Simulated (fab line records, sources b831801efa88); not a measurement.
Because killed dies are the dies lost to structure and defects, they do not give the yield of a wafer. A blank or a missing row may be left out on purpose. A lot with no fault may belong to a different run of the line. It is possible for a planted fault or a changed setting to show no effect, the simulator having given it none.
Matching of chambers / flow sky130 / SKY_VIA3_CMP_24 on cmp-02 has 4 sister chambers
The step polishes, stops on SiO2, t overpolish 20 s, target thk 0 nm. 4 wafers are shown with their chamber, then 9 later ones without.

WAFERS, EACH WITH ITS CHAMBER
wafer=L338.5; chamber=1; motorCurrentA (A)=8.5
wafer=L338.6; chamber=2; motorCurrentA (A)=10.7
wafer=L339.4; chamber=0; motorCurrentA (A)=11.5
wafer=L339.6; chamber=3; motorCurrentA (A)=11.5

WAFERS MISSING THEIR CHAMBER
wafer=L347.1; motorCurrentA (A)=8.8
wafer=L347.5; motorCurrentA (A)=8.5
wafer=L347.6; motorCurrentA (A)=11.5
wafer=L350.2; motorCurrentA (A)=11.5
wafer=L350.3; motorCurrentA (A)=11.7
wafer=L350.5; motorCurrentA (A)=8.8
wafer=L351.2; motorCurrentA (A)=11.7
wafer=L351.5; motorCurrentA (A)=11.6
wafer=L351.6; motorCurrentA (A)=8.6

CHAMBER TAKEN BY EACH
wafer=L347.1; from the rows above=1; in truth=1
wafer=L347.5; from the rows above=1; in truth=1
wafer=L347.6; from the rows above=can't be placed: 0 or 3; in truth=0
wafer=L350.2; from the rows above=can't be placed: 0 or 3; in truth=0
wafer=L350.3; from the rows above=can't be placed: 0 or 3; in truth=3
wafer=L350.5; from the rows above=1; in truth=1
wafer=L351.2; from the rows above=can't be placed: 0 or 3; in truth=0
wafer=L351.5; from the rows above=can't be placed: 0 or 3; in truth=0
wafer=L351.6; from the rows above=1; in truth=1
4 of 9 placed correctly. Cannot be placed on the basis of these rows: 5; the candidates contain the true chamber in 5. Wrongly placed: 0.
How it was worked out, from the rows above alone: a wafer's distance from a chamber is the root of the sum, over the readings, of the square of ((its reading less the chamber's mean) divided by the reading's scatter). The wafer belongs to the nearest chamber; if the next one is less than 2 further off, it can't be placed. The mean given for a chamber averages the wafers shown for that chamber. The scatter (one wafer shown for each chamber): square how far every hidden wafer sits from the nearest shown wafer, average those squares and take the square root.
